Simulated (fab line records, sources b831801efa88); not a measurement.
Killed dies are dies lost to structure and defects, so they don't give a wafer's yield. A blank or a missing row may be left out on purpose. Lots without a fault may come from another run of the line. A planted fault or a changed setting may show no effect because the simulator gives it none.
fab line records | flow sky130
record lots=6 wafers=18 last_day=50
route steps=708 shown POLY_CUT@314 SD_P@320
lots that met no fault: from a run of the same line without faults
start_h: hours from the record's first day to the start of the lot's first wafer shown | wait_h: hours since the lot's step before | " the same as in the row above | L1.1+2: a row that stands for several wafers | - no value, or no start given | * or withheld: withheld | < > ~ a bound
route shown NAME@n: a module of which the file shows steps, and the number in the route of the first | usual: mean/standard deviation of fault-free wafers | same: alike in all rows | chamber/n: place in a boat | sites: the reading at each site | _std_site: their standard deviation | _edge_site: outer sites' mean less inner sites' | radius_mm: how far each site lies from the wafer's centre | mask NAME#n: copy n | behind: the tool/chamber that last shaped the wafer | hold: why the lot was held/for how many hours/how that ended | device: the transistor (n, p or np) that didn't switch | end of line: the same wafers' tests at the end of the route | a step without rows: its recipe alone | killed: dies lost to structure and defects at the first sort, not the wafer's yield | map: a wafer's dies, x killed, . not, _ none there
set.NAME: the setting as run; set.NAME@STEP: as run at that earlier step | model.NAME: the simulator's own value behind a step, which no gauge read
lots at some steps of the route; a table a step, a row a wafer
services: from which hour (start_h, from the record's first day; less than 0 if before it) a tool's chamber was out of use, for how many hours, and why
## steps
# step SKY_POLY_CUT_DEVELOP_07
# recipe develop_time_s=60 resist=KrF-thick dev_temp_c=21
# step SKY_POLY_CUT_CD_MEAS_08
# recipe target_cd_nm=270
# usual cd_nm=270.1/1.4
# columns lot.wafer tool chamber start_h wait_h cd_nm
L684.1 cd_sem-01 - 641.45 - 271.3
L684.2 " - " " 272.0
L684.5 " - " " 273.2
L687.3 cd_sem-01 - 660.02 - 269.9
L687.4 " - " " 271.3
L687.5 " - " " 271.1
L690.1 cd_sem-01 - 678.80 - 270.6
L690.2 " - " " 271.3
L690.5 " - " " 270.1
L694.1 cd_sem-01 - 715.27 - 270.9
L694.2 " - " " 270.5
L694.4 " - " " 270.1
L698.3 cd_sem-02 - 740.11 - 269.7
L698.4 " - " " 269.0
L698.6 " - " " 270.0
L699.3 cd_sem-01 - 746.61 - 267.7
L699.5 " - " " 265.8
L699.6 " - " " 267.2
# step SKY_POLY_CUT_OVL_MEAS_09
# usual POLY_CUT_OVL=4/4.3
# columns lot.wafer tool chamber start_h wait_h POLY_CUT_OVL[nm]
L684.1 overlay-01 - 641.57 0.1 6
L684.2 " - " " 5
L684.5 " - " " 6
L687.3 overlay-02 - 660.12 0.1 13
L687.4 " - " " 11
L687.5 " - " " 4
L690.1 overlay-02 - 678.92 0.1 4
L690.2 " - " " 6
L690.5 " - " " 11
L694.1 overlay-01 - 715.39 0.1 4
L694.2 " - " " 3
L694.4 " - " " 0
L698.3 overlay-02 - 740.20 0.1 3
L698.4 " - " " -1
L698.6 " - " " 10
L699.3 overlay-01 - 746.70 0.1 -2
L699.5 " - " " -2
L699.6 " - " " 0
# step SKY_POLY_CUT_ETCH_10
# recipe chemistry=N2/H2 target=BARC ion_energy_ev=200 source_w=500 bias_w=100 pressure_mtorr=30 n2_flow_sccm=100 h2_flow_sccm=200 stop_on=SiO2 time_s=45.9 target_depth_a=600
# usual bias_w=100.0/0.31 drypump_motor_current_A=5.7/0.41 oes_product_au=0.857/0.0048 rf_fwd_power_W=494.8/1.8 throttle_valve_pct=13.224/0.0094
# columns lot.wafer tool chamber start_h wait_h bias_w drypump_motor_current_A oes_product_au rf_fwd_power_W rf_hours_counter_h throttle_valve_pct
L684.1 rie_diel-02 0 641.60 0.0 99.4 5.0 0.859 496.1 60 13.231
L684.2 " 1 " " 99.9 6.0 0.859 495.2 12 13.225
L684.5 " 0 " " 100.0 5.0 0.857 495.1 - 13.229
L687.3 rie_diel-03 0 660.14 0.0 100.2 6.2 0.853 494.3 7 13.219
L687.4 " 2 " " 100.4 5.4 0.850 492.1 37 13.219
L687.5 " 1 " " 99.8 5.3 0.861 491.0 - 13.238
L690.1 rie_diel-02 1 678.95 0.0 100.4 6.0 0.851 494.7 13 13.207
L690.2 " 2 " " 100.3 5.2 0.853 497.0 13 13.204
L690.5 " 1 " " 100.4 6.0 0.850 495.6 - 13.228
L694.1 rie_diel-03 0 715.42 0.0 99.7 6.2 0.851 495.7 7 13.212
L694.2 " 1 " " 99.9 5.2 0.856 491.3 10 13.219
L694.4 " 3 " " 99.8 5.5 0.857 496.6 5 13.233
L698.3 rie_diel-03 2 740.22 0.0 100.0 5.4 0.865 495.3 38 13.218
L698.4 " 0 " " 100.2 6.2 0.855 494.1 8 13.214
L698.6 " 3 " " 100.3 5.4 0.853 498.0 - 13.192
L699.3 rie_diel-04 0 746.72 0.0 100.0 5.6 0.860 495.6 13 13.217
L699.5 " 1 " " 99.7 6.2 0.860 496.8 - 13.221
L699.6 " 0 " " 99.9 5.6 0.858 494.3 - 13.218
# step SKY_POLY_CUT_ETCH_11
# recipe target=Si3N4 chemistry=CF4/CH2F2/Ar stop_on=poly-Si source_w=600 bias_w=150 pressure_mtorr=40 cf4_flow_sccm=40 ch2f2_flow_sccm=20 Ar_flow_sccm=150 time_s=42.5 target_depth_a=600
# usual bias_w=149.9/0.44 ch2f2_flow_sccm=20.00/0.06 drypump_motor_current_A=5.7/0.41 oes_product_au=0.827/0.0065 rf_fwd_power_W=593.7/2.1 throttle_valve_pct=14.995/0.01
# columns lot.wafer tool chamber start_h wait_h bias_w ch2f2_flow_sccm drypump_motor_current_A oes_product_au rf_fwd_power_W rf_hours_counter_h throttle_valve_pct
L684.1 rie_diel-02 0 641.65 0.0 150.2 20.04 5.0 0.828 598.4 60 14.981
L684.2 " 1 " " 150.4 20.21 6.0 0.839 596.5 12 14.992
L684.5 " 0 " " 149.1 20.05 5.0 0.833 596.8 - 14.997
L687.3 rie_diel-03 0 660.18 0.0 149.8 19.96 6.2 0.819 596.4 7 14.974
L687.4 " 2 " " 150.4 19.97 5.4 0.828 592.2 37 14.996
L687.5 " 1 " " 150.4 20.02 5.2 0.827 591.6 - 14.994
L690.1 rie_diel-02 1 679.00 0.0 149.7 19.93 5.9 0.823 592.4 13 14.993
L690.2 " 2 " " 149.4 20.02 5.2 0.832 590.9 13 14.963
L690.5 " 1 " " 149.5 19.97 6.0 0.827 592.4 - 14.992
L694.1 rie_diel-03 0 715.47 0.0 149.9 19.89 6.2 0.829 592.8 7 14.987
L694.2 " 1 " " 149.9 19.95 5.2 0.826 594.2 10 14.988
L694.4 " 3 " " 149.9 19.97 5.4 0.830 598.5 5 15.006
L698.3 rie_diel-03 2 740.27 0.0 149.9 20.03 5.4 0.831 592.3 38 15.006
L698.4 " 0 " " 149.4 19.95 6.2 0.828 593.6 8 14.999
L698.6 " 3 " " 149.4 19.97 5.4 0.823 594.6 - 14.986
L699.3 rie_diel-04 0 746.77 0.0 149.5 19.97 5.6 0.835 589.4 13 14.987
L699.5 " 1 " " 149.9 19.96 6.2 0.834 594.0 - 14.993
L699.6 " 0 " " 149.7 19.89 5.5 0.823 589.6 - 14.994
# step SKY_POLY_CUT_STRIP_12
# recipe chemistry=O2/N2 power_w=1400 pressure_mtorr=1500 platen_temp_c=withheld o2_flow_sccm=3000 n2_flow_sccm=300 overash_fraction=0.5
# usual drypump_motor_current_A=5.6/0.61 oes_product_au=0.453/0.0046 strip_time_to_endpoint_s=5.366/0.015
# columns lot.wafer tool chamber start_h wait_h drypump_motor_current_A oes_product_au rf_hours_counter_h strip_time_to_endpoint_s
L684.1 plasma_asher-02 1 641.69 0.0 5.0 0.449 91 5.358
L684.2 " 0 " " 5.2 0.454 91 5.373
L684.5 " 0 " " 5.2 0.457 - 5.363
L687.3 plasma_asher-02 0 660.26 0.1 5.2 0.446 - 5.386
L687.4 " 1 " " 4.9 0.448 - 5.375
L687.5 " 0 " " 5.2 0.455 - 5.347
L690.1 plasma_asher-04 1 679.04 0.0 4.9 0.452 27 5.353
L690.2 " 0 " " 6.4 0.458 27 5.379
L690.5 " 0 " " 6.4 0.452 - 5.372
L694.1 plasma_asher-04 0 715.51 0.0 6.4 0.449 30 5.372
L694.2 " 1 " " 4.8 0.444 30 5.368
L694.4 " 0 " " 6.4 0.441 - 5.382
L698.3 plasma_asher-04 0 740.34 0.1 6.4 0.450 - 5.351
L698.4 " 1 " " 4.8 0.455 - 5.394
L698.6 " 0 " " 6.3 0.459 - 5.386
L699.3 plasma_asher-03 1 746.84 0.1 6.2 0.458 - 5.364
L699.5 " 0 " " 5.7 0.445 - 5.345
L699.6 " 1 " " 6.2 0.460 - 5.364
# step SKY_SD_P_DEHYDRATE_00
# recipe temp_c=200 time_s=60
# step SKY_SD_P_HMDS_01
# recipe prime_time_s=60 prime_temp_c=120
# step SKY_SD_P_COAT_02
# recipe resist=NOVOLAK spin_rpm=3000 resist_thk_nm=1140
# step SKY_SD_P_SOFTBAKE_03
# recipe temp_c=90 time_s=60 resist=NOVOLAK
# step SKY_SD_P_EXPOSE_04
# recipe mask_id=PSDM na=0.6 source_shape=conventional sigma_outer=0.6 polarization=unpolarized target_cd_nm=380 dose_mj=138
# step SKY_SD_P_PEB_05
# recipe temp_c=withheld time_s=* resist=NOVOLAK
# step SKY_SD_P_DEVELOP_06
# recipe resist=NOVOLAK developer=TMAH develop_time_s=60 dev_temp_c=23
# usual chill_plate_temp_C=22.98/0.1 develop_time_s=60/0 developer_temp_C=23.00/0.1 exhaust_pa=44.9/0.82
# columns lot.wafer tool chamber start_h wait_h chill_plate_temp_C develop_time_s developer_temp_C exhaust_pa
L684.1 litho_track-04 0 670.10 0.1 22.85 60 23.01 45.4
L684.2 " 0 " " 22.94 60 23.07 45.9
L684.5 " 0 " " 22.74 60 23.04 45.3
L687.3 litho_track-04 0 688.10 0.1 22.95 60 23.24 44.3
L687.4 " 0 " " 22.86 60 23.31 44.9
L687.5 " 0 " " 22.98 60 23.16 44.6
L690.1 litho_track-04 0 707.40 0.1 22.87 60 22.92 45.6
L690.2 " 0 " " 22.92 60 22.97 44.4
L690.5 " 0 " " 23.09 60 23.07 44.4
L694.1 litho_track-02 0 742.69 0.1 22.98 60 22.87 44.2
L694.2 " 0 " " 23.04 60 22.81 44.9
L694.4 " 0 " " 23.10 60 22.89 45.4
L698.3 litho_track-02 - 767.49 0.1 - - - -
L698.4 " - " " - - - -
L698.6 " - " " - - - -
L699.3 litho_track-04 - 774.00 0.1 - - - -
L699.5 " - " " - - - -
L699.6 " - " " - - - -
# step SKY_SD_P_CD_MEAS_07
# recipe target_cd_nm=380
# usual cd_nm=379.8/2.9
# columns lot.wafer tool chamber start_h wait_h cd_nm
L684.1 cd_sem-01 - 670.25 0.1 382.2
L684.2 " - " " 380.6
L684.5 " - " " 381.1
L687.3 cd_sem-01 - 688.24 0.1 376.1
L687.4 " - " " 377.4
L687.5 " - " " 378.4
L690.1 cd_sem-02 - 707.55 0.1 381.7
L690.2 " - " " 380.2
L690.5 " - " " 379.1
L694.1 cd_sem-01 - 742.84 0.1 382.5
L694.2 " - " " 382.8
L694.4 " - " " 383.9
L698.3 cd_sem-02 - 767.63 0.1 -
L698.4 " - " " -
L698.6 " - " " -
L699.3 cd_sem-01 - 774.14 0.1 -
L699.5 " - " " -
L699.6 " - " " -
## services
# columns tool chamber start_h hours kind
plasma_asher-04 - 624.97 0.8 repair
rie_diel-02 0 672.58 - clean
rie_diel-02 0 672.58 25.8 scheduled_down
rie_diel-02 0 672.58 25.8 vent_cycle
rie_diel-03 - 676.30 1.8 repair
rie_diel-02 3 713.31 10.1 repair
rie_diel-04 - 714.89 14.6 pm
plasma_asher-02 - 733.75 9.0 pm
plasma_asher-02 0 733.75 9.0 vent_cycle
plasma_asher-02 1 733.75 9.0 vent_cycle
plasma_asher-02 0 742.75 - clean
plasma_asher-02 1 742.75 - clean
rie_diel-02 - 748.16 0.3 repair
rie_diel-03 2 767.53 - clean
rie_diel-03 2 767.53 20.4 scheduled_down
rie_diel-03 2 767.53 20.4 vent_cycle
rie_diel-02 2 769.92 24.9 repair
## key
first_sign step=SKY_SD_P_DEVELOP_06 reading=tool_record direction=missing
effect none on later readings
met_at SKY_SD_P_DEVELOP_06
struck_wafers L698.3,L698.4,L698.6,L699.3,L699.5,L699.6
sort_left_out L698.3,L698.4,L698.6,L699.3,L699.5,L699.6
tester_left_out L698,L699
onset_between 742.69 767.49
fault kind=skipped_step_whole tool=litho_track-02,litho_track-04 chamber=- onset_h=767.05 steps=SKY_SD_P_DEVELOP_06 scope=struck_lots_only
# tester_left_out: of these lots the tester's yield and bins aren't shown, on N5 and GAA mostly nor the transistor test; their killed dies are dies lost to structure and defects alone, not to doping, threshold or leakage, so they don't give the yield
# sort_left_out: the simulated sort isn't trusted on such a fault, so these wafers' sort isn't shown, and their yield isn't known
